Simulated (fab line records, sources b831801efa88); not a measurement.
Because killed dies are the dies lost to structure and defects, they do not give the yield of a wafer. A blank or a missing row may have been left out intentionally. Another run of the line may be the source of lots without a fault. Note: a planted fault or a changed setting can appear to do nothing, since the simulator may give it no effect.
A lot that was struck, set against a sound lot / flow sky130 / 17 steps out of a route of 708
Sound: these wafers, L989.1, L989.4, L989.6. Struck: wafer L996.2. (L996.3 of the same lot was not struck and is left out.) The cause comes at the end.
Per side, at each step with rows, come the tool, then ch with its chambers, and then its first start. Under that, the readings that differ: sound wafers / struck wafers / difference of the means / sigmas: that difference in standard deviations of wafers without a fault.
alike: readings whose means differ by less than 2 such deviations, and words and numbers that are the same on both sides. not compared: withheld readings, readings that some wafer has no value for, bounds like >300 that may hide the same value, and numbers for which the record gives no deviation and whose values overlap.
The two part at a step that has a row with sigmas, a row that says differs or no value, or rows on one side only. Non-overlapping numbers with no deviation appear without sigmas and do not part them. A reading missing from all wafers of one side parts the sides only when that side holds two or more wafers.

SKY_LI_CONTACT_CMP_02: polishes PSG.
  sound on cmp-02 ch 1,2,3, day 32 03:47; struck on cmp-02 ch 2, day 34 01:44
  alike: motor_current_A, retaining_ring_pressure_frac, time_to_endpoint_s
SKY_LI_CONTACT_BOW_MEAS_03:
  struck on film_metro-03, day 34 02:00; sound on film_metro-04, day 32 04:05
  alike: LI_CONTACT_BOW
then, 8 steps without rows for these wafers: SKY_LI_CONTACT_DEHYDRATE_04 (time 60 s); SKY_LI_CONTACT_HMDS_05 (prime time 60 s); SKY_LI_CONTACT_COAT_06 (resist thk 60 nm); SKY_LI_CONTACT_COAT_07 (resist thk 450 nm); SKY_LI_CONTACT_SOFTBAKE_08 (time 90 s); SKY_LI_CONTACT_EXPOSE_09 (exposes mask LICM1, target cd 170 nm); SKY_LI_CONTACT_PEB_10; SKY_LI_CONTACT_DEVELOP_11 (develop time 60 s).
SKY_LI_CONTACT_CD_MEAS_12 targets a cd of 170 nm.
  struck on cd_sem-02, day 35 03:53; sound on cd_sem-02, day 33 06:25
  alike: cd_nm
SKY_LI_CONTACT_OVL_MEAS_13:
  struck on overlay-01, day 35 03:59; sound on overlay-01, day 33 06:32
  alike: LI_CONTACT_OVL
SKY_LI_CONTACT_ETCH_14: etches BARC in N2/H2, stops on SiO2, time 45.9 s, target depth 60 nm.
  sound on rie_diel-01 ch 0,2,3, day 33 06:35; struck on rie_diel-02 ch 1, day 35 04:01
reading=h2_flow_sccm (sccm); sound=199.6 200.3 200.5; struck=198.4; difference=-1.7; sigmas=-3
reading=oes_product_au (a.u.); sound=0.862 0.857 0.852; struck=0.675; difference=-0.182; sigmas=-36
reading=run_length_s (s); sound=75.1 74.3 74.1; struck=103.1; difference=+28.6; sigmas=+64
reading=throttle_valve_pct (%); sound=13.209 13.226 13.216; struck=13.196; difference=-0.021; sigmas=-2
reading=model.KrF-thick_of_LI_CONTACT_COAT_07.thk_nm (nm); sound=391.5 394.3 393.1; struck=364.9; difference=-28.1; sigmas=
reading=model.LI_CONTACT.cd_nm (nm); sound=170.3 170.3 167.5; struck=174.2; difference=+4.8; sigmas=
reading=model.SiO2_of_SONOS_ONO_CVD_04.thk_nm (nm); sound=4.283 4.184 4.406; struck=2.942; difference=-1.349; sigmas=
  alike: drypump_motor_current_A
  not compared: rf_hours_counter_h
SKY_LI_CONTACT_ETCH_15: etches PSG in C4F8/O2/Ar, stops on Si, target depth 600 nm.
  sound on rie_diel-01 ch 0,2,3, day 33 06:37; struck on rie_diel-02 ch 1, day 35 04:04
reading=model.KrF-thick_of_LI_CONTACT_COAT_07.thk_nm (nm); sound=226.7 233.8 231.2; struck=200.5; difference=-30.1; sigmas=
reading=model.LI_CONTACT.cd_nm (nm); sound=169.7 170.3 167.6; struck=175.1; difference=+5.9; sigmas=
  alike: oes_product_au
SKY_LI_CONTACT_STRIP_16: strips in O2/N2.
  sound on plasma_asher-04 ch 0,1, day 33 06:43; struck on plasma_asher-01 ch 0, day 35 04:09
reading=oes_product_au (a.u.); sound=0.374 0.385 0.378; struck=0.359; difference=-0.020; sigmas=-4
reading=strip_time_to_endpoint_s (s); sound=3.45 3.52 3.50; struck=3.17; difference=-0.32; sigmas=-8
  alike: drypump_motor_current_A
  not compared: rf_hours_counter_h
then, 1 step without rows for these wafers: SKY_LI_CONTACT_CLEAN_17 (cleans in NMP, time 600 s).
-- a jump in the record: the struck wafers' starts before and after are 15 days apart (it breaks off in module LI_CONTACT and resumes in module PAD_OPEN, where the first step shown is number 708 of the route) --
SKY_PAD_OPEN_PROBE_99:
  struck on prober-01, day 50 02:26; sound on prober-02, day 48 20:08
reading=killed_at_front_end; sound=20 16 22; struck=11; difference=-8; sigmas=-2
reading=model.etest.licon_pdiff.rc_ohm; sound=576.4 567.3 591.9; struck=530.1; difference=-48.4; sigmas=
reading=model.etest.licon_ndiff.rc_ohm; sound=170.7 180.9 186.9; struck=169.8; difference=-9.7; sigmas=
reading=model.etest.licon_poly.rc_ohm; sound=148.4 146.1 149.3; struck=141.2; difference=-6.7; sigmas=
  alike: killed_at_M0_to_M3, killed_at_M4_up, killed_at_contacts, killed_at_other, killed_dies, killed_open, killed_short

WHERE THEY PART
At SKY_LI_CONTACT_ETCH_14 first; at SKY_PAD_OPEN_PROBE_99 last (within this record only).

WHY: what had been put in by the simulator
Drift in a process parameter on rie_diel-02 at SKY_LI_CONTACT_ETCH_14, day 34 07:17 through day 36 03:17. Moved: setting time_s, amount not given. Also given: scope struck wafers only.
